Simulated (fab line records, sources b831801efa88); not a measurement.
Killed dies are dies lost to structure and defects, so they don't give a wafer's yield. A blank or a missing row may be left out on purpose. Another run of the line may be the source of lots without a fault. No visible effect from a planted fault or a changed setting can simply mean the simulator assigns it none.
fab line records	flow gf180mcu
record lots=11	wafers=33	last-day=34
route steps=602 shown MVSD@75 DUAL_GATE@152 HV_LDD@186
lots that met no fault: taken from a fault-free run of the same line
start-h: start of the lot's first displayed wafer, in hours after the record's first day	wait-h: how many hours have passed since the lot's step before this one	" as in the row above	L1.1+2: several wafers, shown together as one row	- no value, or no start given	* or withheld: withheld	< > ~ a bound
route shown NAME@n: names a module that has steps shown in the file, with the first one's number in the route	usual: average and standard deviation across the fault-free wafers	same: alike in all rows	chamber/n: place in a boat	sites: the reading at each site	_std_site: standard deviation across them	_edge_site: mean of outer sites minus mean of inner sites	radius-mm: how far each site lies from the wafer's centre	mask NAME#n: copy n	behind: the last tool/chamber to shape the wafer	hold: cause of the lot's hold/its duration in hours/its outcome	device: names the non-switching transistor (n, p or np)	end of line: the tests these same wafers got at the end of their route	where a step has no rows: the recipe by itself	killed: not the wafer's yield, but the dies lost to structure and defects at the first sort	map: a wafer's dies, marking killed ones x, the rest . and places with no die _
set.NAME: the setting as run; set.NAME@STEP: as run at that earlier step	model.NAME: the simulator's own value behind a step, which no gauge read
steps of the route over a sample of lots; a table a step, a row a wafer
services: a tool's chamber out of use, with start hour (start-h, from the record's first day; less than 0 if before it), hours out, and reason
## steps
# step GF_MVSD_IMPLANT_09
# recipe species=P	energy-kev=100	dose-cm2=5e+12	tilt-deg=0
# usual dose-ions-cm2=4.999e+12/4.8e+09	faraday-current-uA=28.1/0.51
lot.wafer	tool	chamber	start-h	wait-h	dose-ions-cm2	faraday-current-uA
L812.2	implanter-04	0	99.45	0.1	5.005e+12	27.6
L812.3	"	0	"	"	5.004e+12	28.8
L812.6	"	0	"	"	5.003e+12	28.6
L813.2	implanter-04	0	105.90	0.1	5.011e+12	27.6
L813.5	"	0	"	"	4.995e+12	28.3
L813.6	"	0	"	"	5.003e+12	28.3
L814.1	implanter-01	0	115.27	0.1	4.997e+12	28.2
L814.3	"	0	"	"	4.99e+12	28.8
L814.4	"	0	"	"	4.995e+12	27.9
L817.3	implanter-02	0	129.97	0.1	4.996e+12	29.2
L817.4	"	0	"	"	4.997e+12	27.9
L817.5	"	0	"	"	4.995e+12	28.6
L818.2	implanter-02	0	140.36	0.1	4.997e+12	28.5
L818.4	"	0	"	"	4.994e+12	28.6
L818.6	"	0	"	"	5.005e+12	27.7
L819.2	implanter-04	0	144.40	0.1	4.998e+12	27.8
L819.3	"	0	"	"	5.007e+12	27.4
L819.6	"	0	"	"	5e+12	28.1
L822.1	implanter-01	0	159.43	0.1	4.997e+12	27.5
L822.2	"	0	"	"	4.995e+12	28.1
L822.3	"	0	"	"	5.002e+12	28.0
L827.2	implanter-01	0	189.21	0.1	1.091e+12	6.0
L827.3	"	0	"	"	1.096e+12	6.1
L827.5	"	0	"	"	1.095e+12	6.2
L828.2	implanter-01	0	194.51	0.1	1.092e+12	6.0
L828.5	"	0	"	"	1.089e+12	6.2
L828.6	"	0	"	"	1.091e+12	6.1
L831.1	implanter-04	0	212.12	0.1	5.001e+12	28.1
L831.2	"	0	"	"	4.996e+12	28.0
L831.3	"	0	"	"	5.001e+12	28.2
L832.1	implanter-04	0	216.62	0.1	5.002e+12	28.6
L832.4	"	0	"	"	5.001e+12	27.1
L832.6	"	0	"	"	5e+12	28.3
# step GF_MVSD_TW_MEAS_11
# usual MVSD_TW=1584/12
lot.wafer	tool	chamber	start-h	wait-h	MVSD_TW
L812.2	film-metro-01	-	99.69	0.1	1597
L812.3	"	-	"	"	1602
L812.6	"	-	"	"	1591
L813.2	film-metro-01	-	106.14	0.1	1587
L813.5	"	-	"	"	1591
L813.6	"	-	"	"	1588
L814.1	film-metro-03	-	115.52	0.1	1580
L814.3	"	-	"	"	1581
L814.4	"	-	"	"	1587
L817.3	film-metro-04	-	130.19	0.1	1573
L817.4	"	-	"	"	1580
L817.5	"	-	"	"	1565
L818.2	film-metro-04	-	140.60	0.1	1572
L818.4	"	-	"	"	1577
L818.6	"	-	"	"	1567
L819.2	film-metro-04	-	144.63	0.1	1555
L819.3	"	-	"	"	1567
L819.6	"	-	"	"	1553
L822.1	film-metro-03	-	159.68	0.1	1602
L822.2	"	-	"	"	1587
L822.3	"	-	"	"	1593
L827.2	film-metro-03	-	189.45	0.1	1531
L827.3	"	-	"	"	1533
L827.5	"	-	"	"	1526
L828.2	film-metro-01	-	194.75	0.1	1538
L828.5	"	-	"	"	1538
L828.6	"	-	"	"	1538
L831.1	film-metro-04	-	212.37	0.1	1589
L831.2	"	-	"	"	1590
L831.3	"	-	"	"	1587
L832.1	film-metro-01	-	216.87	0.1	1592
L832.4	"	-	"	"	1584
L832.6	"	-	"	"	1584
# step GF_VT_IMPLANT_RS_MEAS_46
# recipe thk-meas-gauge=four-point-probe
# usual MVSD_RS=456.5/0.95
lot.wafer	tool	chamber	start-h	wait-h	MVSD_RS[ohm/sq]
L812.2	film-metro-03	-	179.87	0.1	455.5
L812.3	"	-	"	"	456.7
L812.6	"	-	"	"	456.4
L813.2	film-metro-01	-	185.78	0.1	455.4
L813.5	"	-	"	"	456.3
L813.6	"	-	"	"	454.9
L814.1	film-metro-03	-	197.45	0.1	458.2
L814.3	"	-	"	"	458.7
L814.4	"	-	"	"	456.6
L817.3	film-metro-03	-	213.29	0.1	456.8
L817.4	"	-	"	"	457.0
L817.5	"	-	"	"	458.2
L818.2	film-metro-03	-	227.71	0.1	456.6
L818.4	"	-	"	"	457.1
L818.6	"	-	"	"	456.1
L819.2	film-metro-03	-	231.15	0.1	454.0
L819.3	"	-	"	"	455.2
L819.6	"	-	"	"	455.4
L822.1	film-metro-01	-	248.23	0.1	457.2
L822.2	"	-	"	"	456.3
L822.3	"	-	"	"	456.4
L827.2	film-metro-03	-	281.37	0.1	537.1
L827.3	"	-	"	"	537.8
L827.5	"	-	"	"	537.6
L828.2	film-metro-01	-	288.97	0.1	536.3
L828.5	"	-	"	"	535.0
L828.6	"	-	"	"	536.9
L831.1	film-metro-04	-	306.56	0.1	455.1
L831.2	"	-	"	"	457.0
L831.3	"	-	"	"	456.9
L832.1	film-metro-03	-	315.20	0.1	458.1
L832.4	"	-	"	"	458.4
L832.6	"	-	"	"	457.2
# step GF_DUAL_GATE_OVL_MEAS_11
# usual DUAL_GATE_OVL=-0.4/1.3
lot.wafer	tool	chamber	start-h	wait-h	DUAL_GATE_OVL[nm]
L812.2	overlay-02	-	198.67	0.1	-3.2
L812.3	"	-	"	"	-1.6
L812.6	"	-	"	"	-2.2
L813.2	overlay-01	-	204.85	0.1	1.4
L813.5	"	-	"	"	-0.5
L813.6	"	-	"	"	0.0
L814.1	overlay-02	-	218.14	0.1	-0.1
L814.3	"	-	"	"	-0.6
L814.4	"	-	"	"	-1.4
L817.3	overlay-01	-	233.07	0.1	1.7
L817.4	"	-	"	"	1.3
L817.5	"	-	"	"	-0.6
L818.2	overlay-02	-	248.72	0.1	-0.4
L818.4	"	-	"	"	-2.0
L818.6	"	-	"	"	-0.5
L819.2	overlay-01	-	252.92	0.1	2.0
L819.3	"	-	"	"	0.8
L819.6	"	-	"	"	0.5
L822.1	overlay-01	-	268.81	0.1	-2.3
L822.2	"	-	"	"	0.3
L822.3	"	-	"	"	0.5
L827.2	overlay-01	-	304.59	0.1	1.6
L827.3	"	-	"	"	2.0
L827.5	"	-	"	"	2.7
L828.2	overlay-02	-	311.69	0.1	0.3
L828.5	"	-	"	"	1.5
L828.6	"	-	"	"	0.0
L831.1	overlay-02	-	330.06	0.1	1.2
L831.2	"	-	"	"	2.4
L831.3	"	-	"	"	0.2
L832.1	overlay-02	-	338.98	0.1	-0.6
L832.4	"	-	"	"	0.2
L832.6	"	-	"	"	-1.5
# step GF_HV_LDD_STRIP_10
# recipe chemistry=O2/N2	power-w=1400	pressure-mtorr=1500	platen-temp-c=250	o2-flow-sccm=3000	n2-flow-sccm=300	overash-fraction=0.5
# usual drypump-motor-current-A=5.6/0.38	heater-power-w=366/43	n2-flow-sccm=300.1/0.81	oes-product-au=0.716/0.0041	strip-time-to-endpoint-s=12.62/0.034
lot.wafer	tool	chamber	start-h	wait-h	drypump-motor-current-A	heater-power-w	n2-flow-sccm	oes-product-au	rf-hours-counter-h	strip-time-to-endpoint-s
L812.2	plasma-asher-02	1	243.60	0.1	5.8	416	300.2	0.717	65	12.61
L812.3	"	1	"	"	5.8	409	299.9	0.715	-	12.60
L812.6	"	0	"	"	5.0	388	299.8	0.716	-	12.59
L813.2	plasma-asher-02	0	249.32	0.1	5.0	382	300.8	0.717	65	12.61
L813.5	"	0	"	"	5.0	375	299.4	0.716	-	12.61
L813.6	"	1	"	"	5.8	418	299.1	0.718	-	12.60
L814.1	plasma-asher-02	0	260.10	0.1	5.0	381	300.0	0.725	67	12.68
L814.3	"	0	"	"	5.0	387	300.9	0.712	-	12.65
L814.4	"	1	"	"	5.8	434	299.1	0.718	-	12.62
L817.3	plasma-asher-03	0	278.83	0.1	5.8	323	300.9	0.720	-	12.61
L817.4	"	1	"	"	5.8	374	300.9	0.713	-	12.59
L817.5	"	0	"	"	5.9	321	300.9	0.715	-	12.57
L818.2	plasma-asher-02	0	294.87	0.1	5.0	379	298.5	0.708	70	12.64
L818.4	"	1	"	"	5.8	413	301.1	0.722	-	12.60
L818.6	"	0	"	"	5.0	383	299.7	0.711	-	12.66
L819.2	plasma-asher-03	0	300.82	0.1	5.9	317	299.7	0.718	20	12.60
L819.3	"	1	"	"	5.8	384	300.4	0.715	-	12.63
L819.6	"	0	"	"	5.9	322	300.5	0.716	-	12.61
L822.1	plasma-asher-03	1	314.71	0.1	5.8	369	300.0	0.710	21	12.69
L822.2	"	0	"	"	5.9	326	299.3	0.718	21	12.70
L822.3	"	0	"	"	5.9	321	300.9	0.714	-	12.70
L827.2	plasma-asher-03	1	353.02	0.1	5.8	386	301.0	0.714	25	12.56
L827.3	"	1	"	"	5.7	369	300.5	0.716	-	12.59
L827.5	"	0	"	"	5.9	315	301.7	0.713	-	12.58
L828.2	plasma-asher-03	0	359.75	0.1	5.9	318	301.4	0.722	25	12.63
L828.5	"	1	"	"	5.8	376	299.7	0.710	-	12.64
L828.6	"	0	"	"	5.9	331	300.5	0.718	-	12.66
L831.1	plasma-asher-01	1	384.14	0.1	5.3	276	299.7	0.715	77	12.58
L831.2	"	0	"	"	6.2	383	299.6	0.709	77	12.60
L831.3	"	1	"	"	5.3	276	300.4	0.715	-	12.64
L832.1	plasma-asher-03	1	389.57	0.1	5.8	377	299.9	0.714	28	12.59
L832.4	"	0	"	"	5.8	329	299.7	0.721	-	12.61
L832.6	"	1	"	"	5.8	375	299.0	0.716	-	12.60
# step GF_HV_LDD_STRIP_22
# recipe chemistry=O2/N2	power-w=1400	pressure-mtorr=1500	platen-temp-c=250	o2-flow-sccm=3000	n2-flow-sccm=300	overash-fraction=0.5
# usual drypump-motor-current-A=5.7/0.33	heater-power-w=349/44	n2-flow-sccm=300.0/0.84	oes-product-au=0.716/0.0045	strip-time-to-endpoint-s=12.63/0.046
lot.wafer	tool	chamber	start-h	wait-h	drypump-motor-current-A	heater-power-w	n2-flow-sccm	oes-product-au	rf-hours-counter-h	strip-time-to-endpoint-s
L812.2	plasma-asher-03	0	263.10	0.1	5.9	316	298.7	0.714	16	12.60
L812.3	"	1	"	"	5.8	372	298.6	0.717	-	12.62
L812.6	"	1	"	"	5.8	375	299.7	0.721	-	12.64
L813.2	plasma-asher-03	1	267.90	0.1	5.8	377	300.1	0.722	16	12.69
L813.5	"	0	"	"	5.9	320	299.1	0.726	-	12.76
L813.6	"	1	"	"	5.8	382	300.4	0.714	-	12.68
L814.1	plasma-asher-01	1	279.61	0.1	5.3	277	299.2	0.714	66	12.61
L814.3	"	0	"	"	6.2	384	301.2	0.715	-	12.64
L814.4	"	1	"	"	5.3	280	299.0	0.721	-	12.60
L817.3	plasma-asher-03	0	298.73	0.1	5.9	323	301.5	0.718	-	12.58
L817.4	"	1	"	"	5.8	382	300.5	0.711	-	12.60
L817.5	"	1	"	"	5.8	374	300.2	0.717	-	12.61
L818.2	plasma-asher-03	0	315.82	0.1	5.9	320	299.3	0.712	21	12.60
L818.4	"	1	"	"	5.8	377	300.4	0.716	-	12.63
L818.6	"	1	"	"	5.8	375	300.0	0.714	-	12.63
L819.2	plasma-asher-01	0	321.90	0.1	6.2	380	299.3	0.716	70	12.71
L819.3	"	1	"	"	5.3	274	299.5	0.717	-	12.74
L819.6	"	1	"	"	5.3	269	299.6	0.715	-	12.68
L822.1	plasma-asher-03	0	336.36	0.1	5.9	317	298.9	0.715	23	12.76
L822.2	"	1	"	"	5.8	377	299.1	0.715	23	12.70
L822.3	"	1	"	"	5.8	374	298.6	0.714	-	12.71
L827.2	plasma-asher-01	1	374.35	0.1	5.3	272	297.9	0.718	76	12.59
L827.3	"	0	"	"	6.2	392	301.1	0.726	-	12.61
L827.5	"	0	"	"	6.2	372	300.6	0.713	-	12.57
L828.2	plasma-asher-02	1	381.95	0.1	5.8	422	299.5	0.715	79	12.69
L828.5	"	0	"	"	5.0	387	300.6	0.710	-	12.63
L828.6	"	1	"	"	5.8	419	300.6	0.714	-	12.64
L831.1	plasma-asher-01	0	407.59	0.1	6.2	373	299.7	0.708	79	12.61
L831.2	"	1	"	"	5.3	274	300.0	0.714	79	12.60
L831.3	"	0	"	"	6.2	378	298.5	0.722	-	12.61
L832.1	plasma-asher-01	0	412.85	0.1	6.2	394	300.1	0.706	80	12.58
L832.4	"	1	"	"	5.3	269	299.1	0.714	-	12.57
L832.6	"	1	"	"	5.3	277	299.4	0.715	-	12.59
## services
tool	chamber	start-h	hours	kind
implanter-02	-	93.23	17.9	pm
plasma-asher-03	-	108.79	9.0	pm
plasma-asher-03	0	108.79	9.0	vent-cycle
plasma-asher-03	1	108.79	9.0	vent-cycle
plasma-asher-03	-	108.84	3.5	repair
plasma-asher-03	0	117.79	-	clean
plasma-asher-03	1	117.79	-	clean
plasma-asher-02	-	132.22	1.2	repair
plasma-asher-02	-	155.52	14.6	pm
implanter-04	-	157.02	3.8	repair
implanter-01	-	168.01	1.1	repair
implanter-01	-	171.31	5.7	pm
implanter-01	-	264.00	0.6	repair
implanter-01	-	265.53	2.9	repair
implanter-04	-	267.26	1.4	repair
implanter-02	-	269.16	0.5	repair
plasma-asher-02	-	277.55	4.3	pm
implanter-01	-	291.05	27.2	pm
plasma-asher-03	-	301.96	2.8	pm
implanter-04	-	305.54	2.5	repair
implanter-02	-	346.43	1.4	repair
implanter-02	-	367.65	2.4	repair
plasma-asher-01	-	375.45	0.9	repair
implanter-02	-	399.00	2.0	repair
## key
first-sign step=GF_MVSD_IMPLANT_09	reading=dose-ions-cm2	direction=down	sigmas=99+	usual=4.999e+12	struck=1.092e+12
effect step=GF_MVSD_IMPLANT_09	reading=faraday-current-uA	direction=down	sigmas=43	usual=28.1	struck=6.1
effect step=GF_MVSD_TW_MEAS_11	reading=MVSD_TW	direction=down	sigmas=4.3	usual=1584	struck=1534
effect step=GF_VT_IMPLANT_RS_MEAS_46	reading=MVSD_RS	direction=up	sigmas=84	usual=456.5	struck=536.8
met-at GF_MVSD_IMPLANT_09
struck-lots L827,L828
tester-left-out L827,L828
not-acting-at GF_DUAL_GATE_OVL_MEAS_11,GF_HV_LDD_STRIP_10,GF_HV_LDD_STRIP_22
onset-between 159.43 189.21
fault kind=process-parameter-drift	tool=implanter-01	chamber=-	onset-h=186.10	steps=GF_MVSD_IMPLANT_09	channel=dose-cm2	offset=-3.9084e+12	shape=step	end-h=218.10	acts-in=these-recipes-only	stated=5e+12
# tester-left-out: of these lots the tester's yield and bins aren't shown, on N5 and GAA mostly nor the transistor test; their killed dies are dies lost to structure and defects alone, not to doping, threshold or leakage, so they don't give the yield
